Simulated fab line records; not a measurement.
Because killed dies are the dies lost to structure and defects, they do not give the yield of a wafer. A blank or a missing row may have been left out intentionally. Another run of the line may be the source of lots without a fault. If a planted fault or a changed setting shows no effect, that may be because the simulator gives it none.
fab line records -- flow gf180mcu
[record] lots = 5, wafers = 15, last_day = 34
route steps=602 shown STI@2
lots that met no fault: from a run of the same line without faults
start_h: hours from the record's first day to the start of the lot's first wafer shown -- wait_h: time in hours since the lot's previous step -- " unchanged from the row above -- L1.1+2: a row that stands for several wafers -- - no value, or no start given -- * or withheld: withheld -- < > ~ a bound
route shown NAME@n: names a module that has steps shown in the file, with the first one's number in the route -- usual: average and standard deviation across the fault-free wafers -- same: alike in all rows -- chamber/n: place in a boat -- sites: the reading at each site -- _std_site: standard deviation of those values -- _edge_site: mean of outer sites minus mean of inner sites -- radius_mm: for every site, how far away it sits from the centre of the wafer -- mask NAME#n: copy n -- behind: the tool/chamber that last shaped the wafer -- hold: cause of the lot's hold/its duration in hours/its outcome -- device: transistor that didn't switch, given as n, p or np -- end of line: the route-end tests of the same wafers -- a step with no rows: only its recipe -- killed: dies lost to structure and defects at the first sort, not the wafer's yield -- map: dies across one wafer; x = killed, . = not, _ = none there
set.NAME: the setting the step ran with; set.NAME@STEP: the setting that earlier step ran with -- model.NAME: the simulator's own value behind a step, which no gauge read
certain route steps with their lots: each step a table, each wafer a row
services: the hour from which a tool's chamber was out of use, counted from the record's first day as start_h (under 0 if before that day), plus the number of hours and why
[[steps]]
[step GF_STI_OXIDATION_01]
[recipe] temp_c = 900, ambient = O2, stabilise_s = 600, purge_s = 300, target_thk_a = 100, ox_time_s = 1418
[usual] ox_temp_c_max = 905.2/0.91, tube_center_temp_C_max = 902.2/0.36, zone_power_bottom_pct = 28/4
[same] ox_time_s = 1418, stabilise_s = 600
lot.wafer,tool,chamber,start_h,wait_h,ox_temp_c_max,tube_center_temp_C_max,zone_power_bottom_pct
L077.1,furnace-01,0,30.34,5.3,905.0,902.3,33
L077.2,furnace-01,0,30.34,5.3,903.9,903.3,33
L077.3,furnace-01,0,30.34,5.3,903.6,902.4,33
L078.1,furnace-01,0,30.34,0.3,905.3,901.8,32
L078.4,furnace-01,0,30.34,0.3,907.2,902.0,33
L078.6,furnace-01,0,30.34,0.3,906.2,902.3,33
L089.1,furnace-02,0,85.12,0.1,906.4,902.4,25
L089.5,furnace-02,0,85.12,0.1,905.7,901.8,25
L089.6,furnace-02,0,85.12,0.1,904.4,901.6,25
L095.1,furnace-02,0,115.12,0.1,906.3,901.9,24
L095.2,furnace-02,0,115.12,0.1,905.2,902.2,25
L095.3,furnace-02,0,115.12,0.1,905.1,901.5,24
L097.2,furnace-02,0,125.12,0.1,904.6,901.5,24
L097.3,furnace-02,0,125.12,0.1,904.7,902.0,25
L097.4,furnace-02,0,125.12,0.1,904.8,902.0,24
[step GF_STI_THK_MEAS_02]
[recipe] reads = SiO2_of_STI_OXIDATION_01
[usual] STI_OXIDATION_THK = 10.05/0.26
lot.wafer,tool,chamber,start_h,wait_h,STI_OXIDATION_THK[nm]
L078.1,film_metro-02,-,31.74,0.0,10.39
L078.4,film_metro-02,-,31.74,0.0,10.29
L078.6,film_metro-02,-,31.74,0.0,10.36
L077.1,film_metro-01,-,31.77,0.0,10.67
L077.2,film_metro-01,-,31.77,0.0,10.66
L077.3,film_metro-01,-,31.77,0.0,10.69
L089.1,film_metro-03,-,86.51,0.0,9.85
L089.5,film_metro-03,-,86.51,0.0,9.97
L089.6,film_metro-03,-,86.51,0.0,9.84
L095.1,film_metro-03,-,116.51,0.0,10.04
L095.2,film_metro-03,-,116.51,0.0,10.03
L095.3,film_metro-03,-,116.51,0.0,10.04
L097.2,film_metro-03,-,126.52,0.0,9.80
L097.3,film_metro-03,-,126.52,0.0,9.76
L097.4,film_metro-03,-,126.52,0.0,9.82
[step GF_STI_CVD_03]
[recipe] material = Si3N4, precursor = DCS/NH3, target_thk_nm = 207.16, temp_c = 770, time_s = 3551, pressure_mtorr = 250
[usual] zone_power_bottom_pct = 23.2/2.8
lot.wafer,tool,chamber,start_h,wait_h,zone_power_bottom_pct
L078.1,lpcvd-02,0,31.80,0.1,26.0
L078.4,lpcvd-02,0,31.80,0.1,25.1
L078.6,lpcvd-02,0,31.80,0.1,25.9
L077.1,lpcvd-01,1,31.83,0.1,24.6
L077.2,lpcvd-01,1,31.83,0.1,24.5
L077.3,lpcvd-01,1,31.83,0.1,24.3
L089.1,lpcvd-02,0,86.57,0.1,26.2
L089.5,lpcvd-02,0,86.57,0.1,26.1
L089.6,lpcvd-02,0,86.57,0.1,25.9
L095.1,lpcvd-01,0,116.57,0.1,20.6
L095.2,lpcvd-01,0,116.57,0.1,20.5
L095.3,lpcvd-01,0,116.57,0.1,21.0
L097.2,lpcvd-02,0,127.48,0.9,26.1
L097.3,lpcvd-02,0,127.48,0.9,25.9
L097.4,lpcvd-02,0,127.48,0.9,25.7
[step GF_STI_THK_MEAS_04]
[recipe] reads = Si3N4_of_STI_CVD_03
[usual] STI_CVD_03_THK = 207.5/2.1
lot.wafer,tool,chamber,start_h,wait_h,STI_CVD_03_THK[nm]
L078.1,film_metro-02,-,33.78,0.0,205.5
L078.4,film_metro-02,-,33.78,0.0,206.3
L078.6,film_metro-02,-,33.78,0.0,206.5
L077.1,film_metro-03,-,33.81,0.0,204.7
L077.2,film_metro-03,-,33.81,0.0,208.2
L077.3,film_metro-03,-,33.81,0.0,205.5
L089.1,film_metro-01,-,88.56,0.0,207.3
L089.5,film_metro-01,-,88.56,0.0,206.5
L089.6,film_metro-01,-,88.56,0.0,207.8
L095.1,film_metro-02,-,118.56,0.0,208.8
L095.2,film_metro-02,-,118.56,0.0,208.6
L095.3,film_metro-02,-,118.56,0.0,208.5
L097.2,film_metro-03,-,129.48,0.0,209.9
L097.3,film_metro-03,-,129.48,0.0,209.5
L097.4,film_metro-03,-,129.48,0.0,209.6
[step GF_STI_DEHYDRATE_05]
[recipe] temp_c = 200, time_s = 60
lot.wafer,tool,chamber,start_h,wait_h
L078.1+4+6,litho_track-03,0,38.97,5.2
L077.1+2+3,litho_track-02,0,39.19,5.4
L089.1+5+6,litho_track-02,0,94.59,6.0
L095.1+2+3,litho_track-03,0,125.57,7.0
L097.2+3+4,litho_track-02,0,136.51,7.0
[step GF_STI_HMDS_06]
[recipe] prime_time_s = 60, prime_temp_c = 120
[usual] prime_temp_c = 120.00/0.15
lot.wafer,tool,chamber,start_h,wait_h,prime_temp_c
L078.1,litho_track-03,0,39.12,0.1,120.02
L078.4,litho_track-03,0,39.12,0.1,120.00
L078.6,litho_track-03,0,39.12,0.1,119.94
L077.1,litho_track-02,0,39.34,0.1,119.67
L077.2,litho_track-02,0,39.34,0.1,119.72
L077.3,litho_track-02,0,39.34,0.1,119.90
L089.1,litho_track-02,0,94.74,0.1,120.19
L089.5,litho_track-02,0,94.74,0.1,120.33
L089.6,litho_track-02,0,94.74,0.1,120.19
L095.1,litho_track-03,0,125.72,0.1,119.96
L095.2,litho_track-03,0,125.72,0.1,120.05
L095.3,litho_track-03,0,125.72,0.1,119.91
L097.2,litho_track-02,0,136.66,0.1,119.98
L097.3,litho_track-02,0,136.66,0.1,119.92
L097.4,litho_track-02,0,136.66,0.1,119.86
[step GF_STI_COAT_07]
[recipe] resist = KrF, spin_rpm = withheld, resist_thk_nm = 700
lot.wafer,tool,chamber,start_h,wait_h
L078.1+4+6,litho_track-03,0,39.27,0.1
L077.1+2+3,litho_track-02,0,39.49,0.1
L089.1+5+6,litho_track-02,0,94.89,0.1
L095.1+2+3,litho_track-03,0,125.87,0.1
L097.2+3+4,litho_track-02,0,136.81,0.1
[step GF_STI_SOFTBAKE_08]
[recipe] temp_c = 130, time_s = 60, resist = KrF
lot.wafer,tool,chamber,start_h,wait_h
L078.1+4+6,litho_track-03,0,39.42,0.1
L077.1+2+3,litho_track-02,0,39.64,0.1
L089.1+5+6,litho_track-02,0,95.04,0.1
L095.1+2+3,litho_track-03,0,126.02,0.1
L097.2+3+4,litho_track-02,0,136.96,0.1
[step GF_STI_EXPOSE_09]
[recipe] mask_id = COMP, target_cd_nm = 220, na = 0.68, source_shape = conventional, sigma_outer = 0.6, dose_mj = 28
[usual] exposure_dose_mJ_cm2 = 28.77/0.069
lot.wafer,tool,chamber,start_h,wait_h,mask,exposure_dose_mJ_cm2
L078.1,krf_scanner-01,0,-,-,COMP#0,28.70
L078.4,krf_scanner-01,0,-,-,COMP#0,28.70
L078.6,krf_scanner-01,0,-,-,COMP#0,28.68
L077.1,krf_scanner-02,0,-,-,COMP#0,28.80
L077.2,krf_scanner-02,0,-,-,COMP#0,28.83
L077.3,krf_scanner-02,0,-,-,COMP#0,28.84
L089.1,krf_scanner-01,0,-,-,COMP#0,28.73
L089.5,krf_scanner-01,0,-,-,COMP#0,28.74
L089.6,krf_scanner-01,0,-,-,COMP#0,28.73
L095.1,krf_scanner-02,0,-,-,COMP#0,28.87
L095.2,krf_scanner-02,0,-,-,COMP#0,28.88
L095.3,krf_scanner-02,0,-,-,COMP#0,28.84
L097.2,krf_scanner-01,0,-,-,COMP#0,28.73
L097.3,krf_scanner-01,0,-,-,COMP#0,28.67
L097.4,krf_scanner-01,0,-,-,COMP#0,28.67
[step GF_STI_PEB_10]
[recipe] peb_temp_c = 133.7, peb_time_s = 90, resist = KrF
[same] peb_time_s = 90
lot.wafer,tool,chamber,start_h,wait_h
L078.1+4+6,litho_track-02,0,-,-
L077.1+2+3,litho_track-01,0,-,-
L089.1+5+6,litho_track-02,0,-,-
L095.1+2+3,litho_track-03,0,-,-
L097.2+3+4,litho_track-02,0,-,-
[step GF_STI_DEVELOP_11]
[recipe] develop_time_s = 60, dev_temp_c = 21
[usual] developer_temp_C = 21.00/0.11
lot.wafer,tool,chamber,start_h,wait_h,developer_temp_C
L078.1,litho_track-02,0,46.14,0.2,20.83
L078.4,litho_track-02,0,46.14,0.2,21.13
L078.6,litho_track-02,0,46.14,0.2,21.01
L077.1,litho_track-01,0,46.16,0.2,20.78
L077.2,litho_track-01,0,46.16,0.2,20.90
L077.3,litho_track-01,0,46.16,0.2,20.97
L089.1,litho_track-02,0,102.04,0.2,21.05
L089.5,litho_track-02,0,102.04,0.2,20.91
L089.6,litho_track-02,0,102.04,0.2,20.85
L095.1,litho_track-03,0,132.91,0.2,20.99
L095.2,litho_track-03,0,132.91,0.2,20.94
L095.3,litho_track-03,0,132.91,0.2,20.95
L097.2,litho_track-02,0,144.26,0.2,21.17
L097.3,litho_track-02,0,144.26,0.2,21.32
L097.4,litho_track-02,0,144.26,0.2,21.00
[step GF_STI_CD_MEAS_12]
[recipe] target_cd_nm = 220
[usual] cd_nm = 220.1/1.3
lot.wafer,tool,chamber,start_h,wait_h,cd_nm
L078.1,cd_sem-01,-,46.29,0.1,219.8
L078.4,cd_sem-01,-,46.29,0.1,220.0
L078.6,cd_sem-01,-,46.29,0.1,219.6
L077.1,cd_sem-02,-,46.31,0.1,218.8
L077.2,cd_sem-02,-,46.31,0.1,217.7
L077.3,cd_sem-02,-,46.31,0.1,217.7
L089.1,cd_sem-01,-,102.19,0.1,222.4
L089.5,cd_sem-01,-,102.19,0.1,221.3
L089.6,cd_sem-01,-,102.19,0.1,220.2
L095.1,cd_sem-02,-,133.06,0.1,221.2
L095.2,cd_sem-02,-,133.06,0.1,222.1
L095.3,cd_sem-02,-,133.06,0.1,221.5
L097.2,cd_sem-01,-,144.41,0.1,220.7
L097.3,cd_sem-01,-,144.41,0.1,221.0
L097.4,cd_sem-01,-,144.41,0.1,220.1
[step GF_STI_ETCH_13]
[recipe] chemistry = CHF3/O2, stop_on = Si, over_etch_frac = 0.3, target_depth_a = 2823.1, source_w = 600, bias_w = 200, pressure_mtorr = 40, chf3_flow_sccm = 50, O2_flow_sccm = 5, time_s = 112.9
[usual] drypump_motor_current_A = 5.9/0.64, oes_product_au = 0.832/0.0063, rf_fwd_power_W = 596.6/1.9, throttle_valve_pct = 8.811/0.0088
lot.wafer,tool,chamber,start_h,wait_h,drypump_motor_current_A,oes_product_au,rf_fwd_power_W,rf_hours_counter_h,throttle_valve_pct
L078.1,rie_diel-03,2,46.41,0.1,5.3,0.826,595.6,28,8.812
L078.4,rie_diel-03,3,46.41,0.1,5.0,0.836,601.1,129,8.804
L078.6,rie_diel-03,1,46.41,0.1,6.2,0.837,594.9,-,8.826
L077.1,rie_diel-01,0,46.43,0.1,6.6,0.823,594.8,7,8.811
L077.2,rie_diel-01,2,46.43,0.1,5.0,0.829,600.1,22,8.827
L077.3,rie_diel-01,3,46.43,0.1,5.7,0.825,598.5,8,8.796
L089.1,rie_diel-03,1,102.31,0.1,6.2,0.836,596.3,162,8.807
L089.5,rie_diel-03,3,102.31,0.1,5.0,0.825,593.4,-,8.810
L089.6,rie_diel-03,2,102.31,0.1,5.3,0.835,600.2,-,8.825
L095.1,rie_diel-01,0,133.18,0.1,6.5,0.828,597.5,9,8.811
L095.2,rie_diel-01,1,133.18,0.1,6.3,0.839,596.9,116,8.807
L095.3,rie_diel-01,2,133.18,0.1,5.0,0.834,599.7,24,8.822
L097.2,rie_diel-02,1,144.51,0.1,6.4,0.831,596.2,100,8.806
L097.3,rie_diel-02,0,144.51,0.1,5.9,0.837,595.5,127,8.807
L097.4,rie_diel-02,2,144.51,0.1,6.4,0.832,596.6,8,8.797
[[services]]
tool,chamber,start_h,hours,kind
furnace-02,-,8.27,19.1,pm
krf_scanner-02,-,13.01,0.7,repair
rie_diel-02,1,13.29,3.5,repair
krf_scanner-01,-,15.76,4.4,pm
rie_diel-01,0,25.99,4.0,repair
furnace-02,-,27.40,2.9,pm
lpcvd-02,-,28.91,2.8,pm
rie_diel-03,2,33.61,12.1,repair
krf_scanner-02,-,35.44,0.5,repair
krf_scanner-02,-,40.55,1.3,pm
rie_diel-01,2,48.66,12.1,repair
krf_scanner-01,-,58.48,0.8,pm
rie_diel-02,0,68.22,1.9,repair
rie_diel-02,0,80.37,8.8,repair
rie_diel-02,1,82.14,7.9,repair
krf_scanner-02,-,104.76,1.0,pm
krf_scanner-01,-,106.64,1.0,pm
rie_diel-03,3,115.72,8.0,repair
krf_scanner-02,-,121.00,2.2,repair
krf_scanner-02,-,123.24,0.8,pm
rie_diel-01,3,129.92,10.2,repair
rie_diel-03,3,136.02,15.1,repair
krf_scanner-01,-,138.33,1.0,repair
rie_diel-01,1,143.25,6.0,repair
[[key]]
fault none
